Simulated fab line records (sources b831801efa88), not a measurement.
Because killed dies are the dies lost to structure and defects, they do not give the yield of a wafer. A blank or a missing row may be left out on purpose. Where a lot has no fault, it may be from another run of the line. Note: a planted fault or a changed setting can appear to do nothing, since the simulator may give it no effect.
Problem report in the 8D (eight disciplines) form, filled by code / flow sky130 / the parts of the form that need people (team, actions taken, sign-off) are left out

1. WHAT IS WRONG
cd_nm at SKY_METAL2_CD_MEAS_15 reads a mean of 58.6 nm on 2 wafers of 2 lots; wafers without a fault read 139.6 nm with a standard deviation of 1.5. That puts it -54 standard deviations away from the usual mean.
The step: target cd 140 nm.
Seen first at day 40 12:08 on cd_sem-01, wafer L111.6. Wafers with a number at this step in the record: 42, from 14 lots. Rule for "out", or "out of limits": more than 4 standard deviations from the usual mean. The rest of the wafers with a number are treated as sound.

2. WHAT IT IS, AND WHAT IT ISN'T
question=which readings at this step | is=cd_nm | is not=-
question=which lots | is=L111, L113 | is not=L100, L101, L102, L103, L104, L105, L994, L995, L996, L997, L998, L999
question=which wafers of those lots | is=L111.6, L113.5 | is not=L111.1, L111.4, L113.2, L113.4
question=read on which gauges | is=cd_sem-01, cd_sem-02 | is not=-
question=when | is=from day 40 12:08 | is not=up to then (38 sound wafers); but 2 sound wafers of L113 came after

3. SUSPECTS, AND WHAT RULES EACH OUT
Counting: if a tool at a process step up to the reading ran every lot that is out, it stays a suspect. Sound lots after the first of them don't rule it out here, since some wafers of a struck lot are sound.
- the gauge at SKY_METAL2_CD_MEAS_15: ruled out. 2 gauges (cd_sem-01, cd_sem-02) read the wafers that are out.
- krf_scanner-01 at SKY_METAL2_EXPOSE_12 (exposes mask MM2, target cd 140 nm): kept. It ran every lot that is out, first L111 (day 39 23:52); its last sound lot up to then is L101 (day 36 23:02).
Left after counting: krf_scanner-01 at SKY_METAL2_EXPOSE_12.

4. THE CAUSE (what the simulator had put in)
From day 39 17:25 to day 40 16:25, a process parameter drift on krf_scanner-01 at SKY_METAL2_EXPOSE_12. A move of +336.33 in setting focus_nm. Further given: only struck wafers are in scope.
This tool alone remained once counting was done.

5. SEQUENCE OF EFFECTS, ordered by route
Rows list readings where the struck wafers' mean (over those with a number) sits beyond 3 standard deviations from the usual. Only readings whose record carries a usual standard deviation are examined. hours: median over the lots of the time between each lot's start at the first step of this table that gives one and its start at this step. sigmas: the change, counted in usual standard deviations.
hours=0; step=SKY_METAL2_CD_MEAS_15; reading=cd_nm; usual=139.6 nm; on struck wafers=58.6; change=-81.0; sigmas=-54
hours=225; step=SKY_PAD_OPEN_PROBE_99; reading=defect_limited_yield; usual=82.8 %; on struck wafers=0.0; change=-82.8; sigmas=-41
hours=225; step=SKY_PAD_OPEN_PROBE_99; reading=killed_at_M0_to_M3; usual=42; on struck wafers=448; change=+406; sigmas=+56
hours=225; step=SKY_PAD_OPEN_PROBE_99; reading=killed_dies; usual=85; on struck wafers=492; change=+407; sigmas=+41
hours=225; step=SKY_PAD_OPEN_PROBE_99; reading=killed_on_rim; usual=17; on struck wafers=96; change=+79; sigmas=+20
hours=225; step=SKY_PAD_OPEN_PROBE_99; reading=sort_bin_5_function; usual=10.0 %; on struck wafers=92.9; change=+82.9; sigmas=+55
hours=225; step=SKY_PAD_OPEN_PROBE_99; reading=sort_n_pass; usual=407; on struck wafers=0; change=-407; sigmas=-41
hours=225; step=SKY_PAD_OPEN_PROBE_99; reading=sort_yield_pct; usual=82.8 %; on struck wafers=0.0; change=-82.8; sigmas=-41
The process steps in it:
- SKY_PAD_OPEN_PROBE_99

6. WHAT WOULD HAVE CAUGHT IT SOONER
Counted from the fault's start at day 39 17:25, it took 19 hours until the first out-of-limits reading at a measuring or inspecting step in this record, taken at day 40 12:08.
By day 40 12:08, every lot that is out (2) had started SKY_METAL2_EXPOSE_12 on krf_scanner-01. None of them would have been spared by holding the tool at that moment.
